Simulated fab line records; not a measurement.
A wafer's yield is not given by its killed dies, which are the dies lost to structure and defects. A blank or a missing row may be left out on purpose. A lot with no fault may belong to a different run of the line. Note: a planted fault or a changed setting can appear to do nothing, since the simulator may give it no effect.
Which of the tools did it? ; flow gf180mcu ; 39 wafers from 13 lots sampled at 7 of the route's 602 steps

## WHAT THE GAUGES READ, wafer by wafer
GF_STI_THK_MEAS_30.
lot;measured;on;STI_OXIDATION_02_THK (nm)
L342;day 2 05:50;filmMetro-02;10.22 10.09 10.26
L343;day 2 11:21;filmMetro-02;10.04 9.96 10.01
L344;day 2 17:09;filmMetro-04;10.20 9.87 9.99
L345;day 2 21:56;filmMetro-01;10.15 10.25 10.43
L350;day 3 22:43;filmMetro-02;10.10 10.05 10.02
L351;day 4 04:16;filmMetro-02;10.13 9.96 10.07
L356;day 5 08:48;filmMetro-02;9.75 9.82 9.98
L357;day 5 13:46;filmMetro-01;9.95 9.91 10.03
L358;day 5 19:01;filmMetro-02;9.75 9.75 9.93
L359;day 5 21:54;filmMetro-04;10.23 10.12 10.02
L362;day 6 13:02;filmMetro-01;9.87 10.11 9.92
L364;day 7 00:25;filmMetro-02;10.33 10.02 10.05
L365;day 7 04:09;filmMetro-02;9.79 9.78 9.76

GF_NWELL_OVL_MEAS_07.
lot;measured;on;NWELL_OVL (nm)
L342;day 3 07:55;overlay-01;-1.9 1.2 -2.0
L343;day 3 12:34;overlay-02;1.2 0.6 0.1
L344;day 3 18:34;overlay-02;0.9 1.4 -0.2
L345;day 3 22:55;overlay-02;3.0 1.5 1.4
L350;day 5 02:25;overlay-02;0.8 0.4 0.3
L351;day 5 07:29;overlay-01;-1.1 -0.6 -0.5
L356;day 6 14:28;overlay-01;-0.5 -1.6 -0.9
L357;day 6 19:36;overlay-02;0.1 -0.7 -0.2
L358;day 7 00:27;overlay-01;-1.6 -2.1 -1.8
L359;day 7 04:33;overlay-02;-1.0 0.3 -1.6
L362;day 7 19:59;overlay-02;1.0 1.4 0.3
L364;day 8 07:43;overlay-01;1.0 0.3 1.5
L365;day 8 12:49;overlay-02;1.4 1.4 1.1

GF_POLY_GATE_THK_MEAS_17.
lot;measured;on;POLY_GATE_OXIDATION_THK (nm)
L342;day 9 04:23;filmMetro-02;3.95 4.00 3.93
L343;day 9 10:46;filmMetro-02;3.94 3.99 3.96
L344;day 9 17:40;filmMetro-02;3.90 3.96 3.90
L345;day 10 03:31;filmMetro-03;3.82 3.87 3.87
L350;day 11 17:34;filmMetro-03;4.00 3.97 3.91
L351;day 11 21:10;filmMetro-03;4.06 4.11 4.12
L356;day 13 13:50;filmMetro-04;4.04 3.95 3.99
L357;day 13 17:16;filmMetro-03;3.83 3.88 3.85
L358;day 14 01:11;filmMetro-04;4.01 3.88 4.05
L359;day 14 10:49;filmMetro-02;3.93 3.86 3.86
L362;day 15 04:50;filmMetro-02;4.03 4.09 4.03
L364;day 15 21:29;filmMetro-02;3.99 4.11 3.99
L365;day 16 04:31;filmMetro-02;3.87 3.89 3.87

GF_HV_LDD_CD_MEAS_19: the cd target is 400 nm.
lot;measured;on;cdNm (nm)
L342;day 10 16:33;cdSem-01;400.6 399.0 397.1
L343;day 10 22:52;cdSem-01;398.2 395.9 396.4
L344;day 11 05:24;cdSem-01;399.0 398.5 399.5
L345;day 11 15:39;cdSem-01;401.2 402.2 402.6
L350;day 13 09:09;cdSem-01;401.1 402.4 401.9
L351;day 13 13:14;cdSem-01;- - -
L356;day 15 08:20;cdSem-01;401.4 399.9 401.0
L357;day 15 11:12;cdSem-01;402.6 402.3 402.4
L358;day 15 20:06;cdSem-01;398.6 400.3 399.8
L359;day 16 06:42;cdSem-02;399.8 403.6 403.4
L362;day 17 00:50;cdSem-02;404.0 400.5 403.3
L364;day 17 19:40;cdSem-02;397.1 399.6 397.9
L365;day 18 02:15;cdSem-02;402.3 399.7 399.3

GF_HV_LDD_TW_MEAS_23.
lot;measured;on;HV_LDD_2_TW
L342;day 10 16:57;filmMetro-04;1063 1060 1056
L343;day 10 23:16;filmMetro-01;1046 1045 1043
L344;day 11 05:48;filmMetro-03;1062 1060 1057
L345;day 11 16:03;filmMetro-04;1070 1069 1065
L350;day 13 09:34;filmMetro-03;1052 1053 1051
L351;day 13 13:38;filmMetro-03;30 30 30
L356;day 15 08:44;filmMetro-04;1068 1061 1063
L357;day 15 11:36;filmMetro-01;1051 1053 1056
L358;day 15 20:30;filmMetro-03;1067 1057 1062
L359;day 16 07:06;filmMetro-01;1051 1052 1047
L362;day 17 01:14;filmMetro-03;1055 1054 1059
L364;day 17 20:04;filmMetro-04;1065 1066 1063
L365;day 18 02:39;filmMetro-01;1045 1039 1048

GF_HV_LDD_TW_MEAS_50.
lot;measured;on;HV_LDD_4_TW
L342;day 12 07:01;filmMetro-01;566 563 566
L343;day 12 13:16;filmMetro-01;563 566 564
L344;day 12 19:55;filmMetro-03;571 574 573
L345;day 13 08:19;filmMetro-04;570 574 574
L350;day 15 03:22;filmMetro-03;573 571 570
L351;day 15 08:08;filmMetro-01;1096 1103 1099
L356;day 17 06:35;filmMetro-03;570 568 568
L357;day 17 09:31;filmMetro-03;572 569 573
L358;day 17 18:13;filmMetro-04;567 569 570
L359;day 18 05:40;filmMetro-01;562 564 559
L362;day 19 00:08;filmMetro-03;572 571 571
L364;day 19 19:10;filmMetro-01;569 568 567
L365;day 20 02:13;filmMetro-01;565 569 566

## WHICH TOOL RAN EACH LOT (tool, then ch and the chambers of the sampled wafers, then the start)
lot;GF_HV_LDD_EXPOSE_16
L342;ilineStepper-01 ch 0, day 10 07:35
L343;ilineStepper-01 ch 0, day 10 13:28
L344;ilineStepper-01 ch 0, day 10 20:21
L345;ilineStepper-02 ch 0, day 11 07:16
L350;ilineStepper-01 ch 0, day 12 23:00
L351;ilineStepper-01 ch 0, day 13 03:32
L356;ilineStepper-01 ch 0, day 14 21:53
L357;ilineStepper-02 ch 0, day 15 01:11
L358;ilineStepper-01 ch 0, day 15 09:20
L359;ilineStepper-02 ch 0, day 15 19:50
L362;ilineStepper-02 ch 0, day 16 13:50
L364;ilineStepper-01 ch 0, day 17 07:58
L365;ilineStepper-02 ch 0, day 17 14:52
- GF_HV_LDD_EXPOSE_16: exposes mask Pplus LV AREA, target cd 400 nm.

## AS READ BY THE TOOLS THEMSELVES (means over the sampled wafers that have a number; for cases with no such wafer, the mark the record gives instead)
The record holds no such reading with a usual standard deviation.

## THE ANSWER, worked out from the rows above alone
Rule: what is usual is taken from the lots themselves. The widest of any qualifying gaps counts: lots, ordered by their means at a reading, are off when they make up no more than a third of the lots, leave a main group of 4 or more, and stand apart from it by 3 or more times the standard deviation of that group's means. A main group whose means are all the same, to the digits that the tables above print for the reading, isn't used. A lot without any number at a reading at which 4 lots or more have one is off too. The other lots that the step has rows for count as sound. First the gauges in route order, then the tools' own readings, where a lot's mean is used as printed above. The first step at which some lot is off is used, and at that step the reading that is off furthest; a lot without a number counts as furthest.
Off, at GF_HV_LDD_CD_MEAS_19 on cdNm: L351. Without a number there: L351. Main group: mean 400.4 nm, sd 1.8.
A tool fits if, at a process step before that reading, it ran every lot that is off, and no sound lot after the first of them. The gauges at GF_HV_LDD_CD_MEAS_19 aren't tried: what is off there is off at GF_HV_LDD_TW_MEAS_23 too, on other tools, and a gauge's error can't cause that. Of those tried, none fits.

## WHAT WAS PUT IN BY THE SIMULATOR
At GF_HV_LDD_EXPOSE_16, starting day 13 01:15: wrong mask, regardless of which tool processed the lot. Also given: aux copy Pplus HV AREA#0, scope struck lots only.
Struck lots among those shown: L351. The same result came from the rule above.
